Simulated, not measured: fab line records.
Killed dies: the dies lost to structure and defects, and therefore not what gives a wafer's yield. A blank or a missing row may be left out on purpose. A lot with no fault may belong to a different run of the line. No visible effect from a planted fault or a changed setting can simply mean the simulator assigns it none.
What tool caused it? || flow sky130 || 14 lots with 42 wafers sampled at 3 steps, on a route of 708 steps

## WHAT THE GAUGES SHOWED, per wafer
SKY_VT_ADJUST_NCORE_CD_MEAS_07 targets a cd of 380 nm. Usual: cd nm reads 378.7 nm (standard deviation 2.2).
{"lot": "L628", "measured": "day 8 12:50", "on": "cd sem-01", "cd nm (nm)": "378.7 379.1 375.6", "flag": ""}
{"lot": "L629", "measured": "day 8 21:41", "on": "cd sem-01", "cd nm (nm)": "376.8 376.2 379.2", "flag": ""}
{"lot": "L630", "measured": "day 9 07:07", "on": "cd sem-02", "cd nm (nm)": "379.5 375.3 376.3", "flag": ""}
{"lot": "L637", "measured": "day 11 02:40", "on": "cd sem-02", "cd nm (nm)": "379.2 381.2 380.1", "flag": ""}
{"lot": "L638", "measured": "day 11 05:31", "on": "cd sem-01", "cd nm (nm)": "382.6 378.4 379.6", "flag": ""}
{"lot": "L639", "measured": "day 11 19:10", "on": "cd sem-01", "cd nm (nm)": "380.2 377.6 379.3", "flag": ""}
{"lot": "L640", "measured": "day 11 22:38", "on": "cd sem-02", "cd nm (nm)": "374.9 379.4 377.3", "flag": ""}
{"lot": "L642", "measured": "day 12 15:29", "on": "cd sem-01", "cd nm (nm)": "382.6 384.9 383.4", "flag": ""}
{"lot": "L644", "measured": "day 13 13:04", "on": "cd sem-01", "cd nm (nm)": "376.3 379.5 378.2", "flag": ""}
{"lot": "L645", "measured": "day 13 21:04", "on": "cd sem-01", "cd nm (nm)": "378.2 379.6 378.0", "flag": ""}
{"lot": "L646", "measured": "day 14 04:52", "on": "cd sem-01", "cd nm (nm)": "381.8 380.0 378.6", "flag": ""}
{"lot": "L648", "measured": "day 14 06:24", "on": "cd sem-02", "cd nm (nm)": "376.9 377.8 378.1", "flag": ""}
{"lot": "L649", "measured": "day 15 10:04", "on": "cd sem-01", "cd nm (nm)": "379.3 379.0 381.4", "flag": ""}
{"lot": "L651", "measured": "day 15 14:23", "on": "cd sem-02", "cd nm (nm)": "382.6 380.3 380.5", "flag": ""}

SKY_VT_ADJUST_HVTR_CD_MEAS_07 targets a cd of 380 nm. Usual: cd nm reads 379.6 nm (standard deviation 3).
{"lot": "L628", "measured": "day 9 10:43", "on": "cd sem-02", "cd nm (nm)": "381.4 379.1 380.7", "flag": ""}
{"lot": "L629", "measured": "day 9 19:24", "on": "cd sem-01", "cd nm (nm)": "375.3 377.0 376.6", "flag": ""}
{"lot": "L630", "measured": "day 10 04:29", "on": "cd sem-02", "cd nm (nm)": "381.3 380.3 380.5", "flag": ""}
{"lot": "L637", "measured": "day 12 01:58", "on": "cd sem-01", "cd nm (nm)": "380.6 381.6 380.0", "flag": ""}
{"lot": "L638", "measured": "day 12 04:15", "on": "cd sem-01", "cd nm (nm)": "385.0 387.6 386.7", "flag": ""}
{"lot": "L639", "measured": "day 12 18:33", "on": "cd sem-01", "cd nm (nm)": "379.7 378.7 379.7", "flag": ""}
{"lot": "L640", "measured": "day 12 22:26", "on": "cd sem-02", "cd nm (nm)": "384.9 384.3 383.5", "flag": ""}
{"lot": "L642", "measured": "day 13 17:26", "on": "cd sem-02", "cd nm (nm)": "372.5 376.2 375.2", "flag": ""}
{"lot": "L644", "measured": "day 14 14:15", "on": "cd sem-02", "cd nm (nm)": "379.2 377.2 377.0", "flag": ""}
{"lot": "L645", "measured": "day 14 21:38", "on": "cd sem-01", "cd nm (nm)": "381.6 381.0 380.5", "flag": ""}
{"lot": "L646", "measured": "day 15 07:38", "on": "cd sem-02", "cd nm (nm)": "376.6 374.0 376.2", "flag": ""}
{"lot": "L648", "measured": "day 15 08:54", "on": "cd sem-02", "cd nm (nm)": "380.5 380.4 378.6", "flag": ""}
{"lot": "L649", "measured": "day 16 13:47", "on": "cd sem-01", "cd nm (nm)": "379.0 379.3 378.7", "flag": ""}
{"lot": "L651", "measured": "day 16 17:56", "on": "cd sem-02", "cd nm (nm)": "381.8 380.8 382.0", "flag": ""}

SKY_VT_ADJUST_PCH_OVL_MEAS_07. Usual: for VT_ADJUST_PCH_OVL the level is -0.9 nm and the standard deviation is 1.5.
{"lot": "L628", "measured": "day 10 08:10", "on": "overlay-01", "VT_ADJUST_PCH_OVL (nm)": "-3.9 -1.1 0.3", "flag": ""}
{"lot": "L629", "measured": "day 10 17:12", "on": "overlay-02", "VT_ADJUST_PCH_OVL (nm)": "1.7 0.0 0.6", "flag": ""}
{"lot": "L630", "measured": "day 11 03:51", "on": "overlay-01", "VT_ADJUST_PCH_OVL (nm)": "-0.2 0.2 -1.8", "flag": ""}
{"lot": "L637", "measured": "day 13 01:26", "on": "overlay-02", "VT_ADJUST_PCH_OVL (nm)": "0.3 0.9 1.9", "flag": ""}
{"lot": "L638", "measured": "day 13 04:26", "on": "overlay-02", "VT_ADJUST_PCH_OVL (nm)": "-0.6 -0.2 -1.6", "flag": ""}
{"lot": "L639", "measured": "day 13 18:42", "on": "overlay-01", "VT_ADJUST_PCH_OVL (nm)": "-2.4 -3.0 -0.7", "flag": ""}
{"lot": "L640", "measured": "day 13 23:45", "on": "overlay-01", "VT_ADJUST_PCH_OVL (nm)": "-1.3 -0.7 -0.1", "flag": ""}
{"lot": "L642", "measured": "day 14 19:21", "on": "overlay-02", "VT_ADJUST_PCH_OVL (nm)": "-2.7 -3.0 -0.3", "flag": ""}
{"lot": "L644", "measured": "day 15 18:02", "on": "overlay-01", "VT_ADJUST_PCH_OVL (nm)": "-1.1 -1.4 -2.2", "flag": ""}
{"lot": "L645", "measured": "day 16 01:06", "on": "overlay-01", "VT_ADJUST_PCH_OVL (nm)": "-1.7 -3.3 -2.2", "flag": ""}
{"lot": "L646", "measured": "day 16 11:34", "on": "overlay-02", "VT_ADJUST_PCH_OVL (nm)": "0.7 -1.0 -0.9", "flag": ""}
{"lot": "L648", "measured": "day 16 12:47", "on": "overlay-01", "VT_ADJUST_PCH_OVL (nm)": "-1.7 -2.5 -2.9", "flag": ""}
{"lot": "L649", "measured": "day 17 19:14", "on": "overlay-02", "VT_ADJUST_PCH_OVL (nm)": "-0.8 -2.6 -1.8", "flag": ""}
{"lot": "L651", "measured": "day 17 22:52", "on": "overlay-02", "VT_ADJUST_PCH_OVL (nm)": "-0.4 -0.1 0.2", "flag": ""}

## WHAT TOOL EACH LOT RAN ON (gives the tool, then ch and the chambers of the sampled wafers, and finally the start)
There is no process step in the record ahead of these readings.

## AS READ BY THE TOOLS THEMSELVES (means over the sampled wafers that have a number; for cases with no such wafer, the mark the record gives instead)
The record holds no such reading with a usual standard deviation.

## THE ANSWER, worked out from the rows above alone
Rule: take the mean of a lot's wafers that have a number; if it is more than 3 standard deviations from the usual mean, the lot is off. Also off: a lot with no number at a reading for which 4 or more lots have one. The other lots that the step has rows for count as sound. Order of review: gauges by route order, followed by the tools' own readings, for which a lot's mean as printed above is used. At the first step where some lot is off, the reading lying furthest off is the one used; lots without a number count as furthest.
Nothing can be told from this: no lot is off at any reading shown.

## WHAT WAS PUT IN BY THE SIMULATOR
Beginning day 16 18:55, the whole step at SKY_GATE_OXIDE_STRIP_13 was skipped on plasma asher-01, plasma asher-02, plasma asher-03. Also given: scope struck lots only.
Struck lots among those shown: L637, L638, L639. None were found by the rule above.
